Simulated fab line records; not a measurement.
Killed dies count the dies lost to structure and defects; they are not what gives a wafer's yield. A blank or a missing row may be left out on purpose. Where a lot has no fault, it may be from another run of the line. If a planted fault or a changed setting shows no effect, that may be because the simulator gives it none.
A lot that was struck, set against a sound lot -- flow gf180mcu -- 14 steps out of a route of 602
Sound: these wafers, L716.1, L716.2, L716.4. Wafers L714.2, L714.4, L714.5 were the ones struck. Last of all comes the cause.
At each step with rows: each side's tool, then ch and its chambers, then its first start. Under that, the readings that differ: sound wafers -- struck wafers -- difference of the means -- sigmas: that difference in standard deviations of wafers without a fault.
alike: words and numbers the same on both sides, and readings whose means are apart by under 2 such deviations; not compared: readings that were withheld, readings missing a value for some wafer, numbers with overlapping values and no deviation given by the record, and bounds like >300 which may hide the same value.
Wherever a step has rows on one side only, a row that says differs or no value, or a row with sigmas, the two part there. Numbers that have no deviation but don't overlap get no sigmas and don't part them. Lack of a reading on every wafer of one side parts them only where that side has two or more wafers.

first, 2 steps without rows for these wafers: GF_VT_IMPLANT_PEB_05; GF_VT_IMPLANT_DEVELOP_06 (develop time 60 s).
GF_VT_IMPLANT_OVL_MEAS_07:
  struck on overlay-02, day 8 03:11; sound on overlay-02, day 8 18:56
  alike: VT_IMPLANT_OVL
after that, 1 step had no rows for these wafers: GF_VT_IMPLANT_IMPLANT_08.
GF_VT_IMPLANT_STRIP_09: strips in O2/N2.
  sound on plasmaAsher-03 ch 0,1, day 8 19:07; struck on plasmaAsher-03 ch 1, day 8 03:22
  alike: drypumpMotorCurrentA, heaterPowerW, n2FlowSccm, oesProductAu, stripTimeToEndpointS
  not compared: rfHoursCounterH
GF_VT_IMPLANT_TW_MEAS_10:
  struck on filmMetro-03, day 8 03:29; sound on filmMetro-03, day 8 19:13
  alike: VT_IMPLANT_TW
then, 6 steps without rows for these wafers: GF_VT_IMPLANT_DEHYDRATE_11 (time 60 s); GF_VT_IMPLANT_HMDS_12 (prime time 60 s); GF_VT_IMPLANT_COAT_13 (resist thk 1000 nm); GF_VT_IMPLANT_SOFTBAKE_14 (time 60 s); GF_VT_IMPLANT_EXPOSE_15 (exposes mask Nwell LV AREA, target cd 860 nm); GF_VT_IMPLANT_PEB_16.
GF_VT_IMPLANT_DEVELOP_17: develop time 60 s.
  sound on lithoTrack-02 ch 0, day 9 11:44; struck on lithoTrack-01, day 8 20:09
  no value came back on the struck wafers for chillPlateTempC (C), developTimeS (s); on the sound wafers chillPlateTempC (C) reads 23.11 23.11 22.95
GF_VT_IMPLANT_OVL_MEAS_18:
  struck on overlay-02, day 8 20:17; sound on overlay-01, day 9 11:53
reading,sound,struck,difference,sigmas
VT_IMPLANT_01_OVL (nm),-1.4 -1.8 -1.3,- - -,no value on the struck wafers,

## WHERE THEY PART
Last at GF_VT_IMPLANT_OVL_MEAS_18 as far as this record goes, first at GF_VT_IMPLANT_DEVELOP_17.

WHY: whatever the simulator had introduced
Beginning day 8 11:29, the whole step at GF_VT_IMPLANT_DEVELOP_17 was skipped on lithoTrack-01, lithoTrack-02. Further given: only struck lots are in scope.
